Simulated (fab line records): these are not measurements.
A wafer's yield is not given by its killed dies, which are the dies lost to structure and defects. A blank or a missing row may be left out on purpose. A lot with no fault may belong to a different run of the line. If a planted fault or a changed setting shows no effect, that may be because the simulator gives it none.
One fault through the eyes of 2 desks | flow sky130 | each desk has only its own numbers; what lay behind them comes last

== METROLOGY DESK ==
What the gauges read for every lot (on any tool): the sampled wafers with a number, averaged. The brackets show how far a lot's mean lies from the usual mean; more than 4 standard deviations puts the lot out of limits, marked OUT.
Columns: A = cd nm at SKY_SD_N_CD_MEAS_07, usual 379.8 nm; B = SD_N_OVL at SKY_SD_N_OVL_MEAS_08, usual -0.3 nm; C = SD_N_TW at SKY_SD_N_TW_MEAS_12, usual 3985
lot  | first seen here | A     | B    | C
L284 | day 29 11:39    | 377.5 | -1.8 | 3971
L286 | day 29 16:13    | 378.1 | -0.9 | 4027
L290 | day 30 22:29    | 378.5 | 0.9  | 3973
L299 | day 33 23:02    | 383.5 | 1.0  | 4018
L301 | day 34 08:04    | 376.9 | -1.4 | 4034
L302 | day 34 17:49    | 380.6 | 1.3  | 3972
This desk's finding: nothing out of limits on any of the 6 lots.

== DESK OF THE TOOL OWNER: rtp anneal-02 ==
Per lot that ran on this tool, the mean of the sampled wafers carrying a number, from the tool's own readings at SKY_SD_N_RTA_14 (time 2 s). The brackets show how far a lot's mean lies from the usual mean; more than 4 standard deviations puts the lot out of limits, marked OUT.
Columns: A = anneal temp c max at SKY_SD_N_RTA_14, usual 1078.7; B = lamp power pct at SKY_SD_N_RTA_14, usual 15.73 %; C = ramp down c per s at SKY_SD_N_RTA_14, usual 89.998; D = ramp up c per s at SKY_SD_N_RTA_14, usual 150.00; E = wafer_temp_C_max at SKY_SD_N_RTA_14, usual 1078.0
lot  | first seen here | A      | B     | C      | D                       | E
L284 | day 29 12:22    | 1078.6 | 15.68 | 89.986 | 150.02                  | 1078.9
L299 | day 33 23:42    | 1078.8 | 15.77 | 89.989 | 45.01 (-99 or more) OUT | 1078.6
L301 | day 34 08:44    | 1079.0 | 15.71 | 90.000 | 45.01 (-99 or more) OUT | 1077.4
This desk's finding: out of limits on L299, L301; first on L299, day 33 23:42 (ramp up c per s at SKY_SD_N_RTA_14). L284: within limits.

== ALL TOGETHER ==
On L299, L301, at day 33 23:42, an alarm was possible from the tool owner's desk.
Metrology desk: nothing out of limits seen.
The metrology desk holds a record of L299, L301, inside its limits.
The lots listed all ran SKY_SD_N_RTA_14 on rtp anneal-02.

== WHAT THE SIMULATOR PUT IN ==
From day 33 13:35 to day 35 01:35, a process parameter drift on rtp anneal-02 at SKY_SD_N_RTA_14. Setting ramp up c per s, moved by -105, from 150. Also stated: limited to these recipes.
Struck lots among those shown: L299, L301.
Delay in hours, fault start to first out-of-limits reading, by desk: the tool owner's desk at 10.
